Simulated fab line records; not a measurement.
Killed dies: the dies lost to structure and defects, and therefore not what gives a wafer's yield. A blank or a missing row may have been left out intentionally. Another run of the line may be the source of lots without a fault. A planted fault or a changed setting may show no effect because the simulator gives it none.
A lot that was struck, set against a sound lot / flow sfq-line / 21 steps out of a route of 325
Sound: the wafers L698.2, L698.4, L698.6. Struck: wafer L704.6 (left out: L704.3, a lot-mate that was not struck); the cause follows at the end.
For every step that has rows: the tool of each side, followed by ch and its chambers, followed by its first start. Under that, the readings that differ: sound wafers / struck wafers / difference of the means / sigmas: that difference in standard deviations of wafers without a fault.
alike: words and numbers the same on both sides, and readings whose means are apart by under 2 such deviations; not compared: readings that were withheld, readings missing a value for some wafer, numbers with overlapping values and no deviation given by the record, and bounds like >300 which may hide the same value.
A row with sigmas, a row that says differs or no value, or rows on one side alone: a step with any of these is where the two part. Numbers that don't overlap but have no deviation are shown without sigmas and don't part them. A reading that every wafer of one side lacks parts them only if that side has two wafers or more.

first, 3 steps without rows for these wafers: SFQ_TRILAYER_M1_LITHO_EXPOSE_040 (exposes mask M1, target cd 500 nm); SFQ_TRILAYER_M1_LITHO_PEB_042 (peb time 60 s); SFQ_TRILAYER_M1_LITHO_DEVELOP_041 (time 60 s).
SFQ_M1_OVL_MEAS_911:
  struck on overlay-01, day 28 01:43; sound on overlay-01, day 26 04:11
  alike: M1_OVL
SFQ_TRILAYER_M1_BARC_OPEN_METAL_ETCH_054: etches BARC in O2, target depth 125 nm, time 41.7 s.
  sound on rie-metal-04 ch 0,1, day 26 04:13; struck on rie-metal-02 ch 1, day 28 01:46
  alike: drypump-motor-current-A, oes-product-au
  not compared: rf-hours-counter-h
SFQ_TRILAYER_M1_ETCH_METAL_ETCH_042: etches Nb in Cl2/Ar, stops on SiO2, target depth 240 nm, time 120 s.
  sound on rie-metal-04 ch 0,1, day 26 04:17; struck on rie-metal-02 ch 1, day 28 01:50
  alike: drypump-motor-current-A, oes-product-au
  not compared: rf-hours-counter-h
SFQ_TRILAYER_M1_STRIP_STRIP_043: strips in O2.
  sound on rie-metal-04 ch 0,1, day 26 04:24; struck on rie-metal-02 ch 1, day 28 02:08
  alike: drypump-motor-current-A, oes-product-au
  not compared: rf-hours-counter-h
then, 1 step without rows for these wafers: SFQ_TRILAYER_M1_STRIP_SOLV_CLEAN_044 (cleans in NMP, time 600 s).
SFQ_TRILAYER_I1_DEP_PECVD_045: deposits SiO2 from SiH4/N2O, time 111.11 s, target thk 500 nm.
  sound on pecvd-01 ch 0,1,2, day 26 05:11; struck on pecvd-01 ch 2, day 28 02:53
  alike: heater-power-w, throttle-valve-pct
then, 1 step without rows for these wafers: SFQ_TRILAYER_I1_CMP_CMP_046 (polishes SiO2).
SFQ_I1_BOW_MEAS_912:
  struck on film-metro-04, day 28 06:00; sound on film-metro-03, day 26 08:17
  alike: I1_BOW
after that, 1 step had no rows for these wafers: SFQ_TRILAYER_I1_METRO_MEASURE_047.
SFQ_TRILAYER_I1_VIA_LITHO_COAT_054: resist thk 62 nm.
  sound on litho-track-01 ch 0, day 26 09:38; struck on litho-track-02 ch 0, day 28 07:23
reading=model.BARC_of_TRILAYER_I1_VIA_LITHO_COAT_054.thk-nm (nm); sound=62.24 62.48 62.31; struck=64.63; difference=+2.29; sigmas=
then, 5 steps without rows for these wafers: SFQ_TRILAYER_I1_VIA_LITHO_COAT_049 (resist thk 650 nm); SFQ_TRILAYER_I1_VIA_LITHO_SOFTBAKE_053; SFQ_TRILAYER_I1_VIA_LITHO_EXPOSE_050 (exposes mask I1, target cd 500 nm); SFQ_TRILAYER_I1_VIA_LITHO_PEB_052 (peb time 60 s); SFQ_TRILAYER_I1_VIA_LITHO_DEVELOP_051 (time 60 s).
-- the record jumps here: 6 days lie between the struck wafers' starts before and after --
SFQ_I1_OVL_MEAS_913:
  struck on overlay-02, day 34 16:26; sound on overlay-01, day 28 03:14
  alike: I1_OVL
SFQ_TRILAYER_I1_VIA_BARC_OPEN_VIA_ETCH_071: etches BARC in O2, target depth 125 nm, time 41.7 s.
  sound on rie-diel-01 ch 1,2,3, day 28 03:16; struck on rie-diel-04 ch 3, day 34 16:28
reading=oes-product-au (a.u.); sound=0.693 0.683 0.688; struck=0.708; difference=+0.020; sigmas=+4
reading=model.etch.depth-nm (nm); sound=62.24 62.48 62.31; struck=64.63; difference=+2.29; sigmas=
  alike: drypump-motor-current-A
  not compared: rf-hours-counter-h
SFQ_TRILAYER_I1_VIA_ETCH_VIA_ETCH_052: etches SiO2 in CHF3, stops on Nb, target depth 260 nm.
  sound on rie-diel-01 ch 1,2,3, day 28 03:18; struck on rie-diel-04 ch 3, day 34 16:31
  alike: drypump-motor-current-A, oes-product-au

== WHERE THEY PART ==
Within this record, at SFQ_TRILAYER_I1_VIA_BARC_OPEN_VIA_ETCH_071 only. Later steps at which nothing parts them and some readings are alike: SFQ_TRILAYER_I1_VIA_ETCH_VIA_ETCH_052.

WHY: whatever the simulator had introduced
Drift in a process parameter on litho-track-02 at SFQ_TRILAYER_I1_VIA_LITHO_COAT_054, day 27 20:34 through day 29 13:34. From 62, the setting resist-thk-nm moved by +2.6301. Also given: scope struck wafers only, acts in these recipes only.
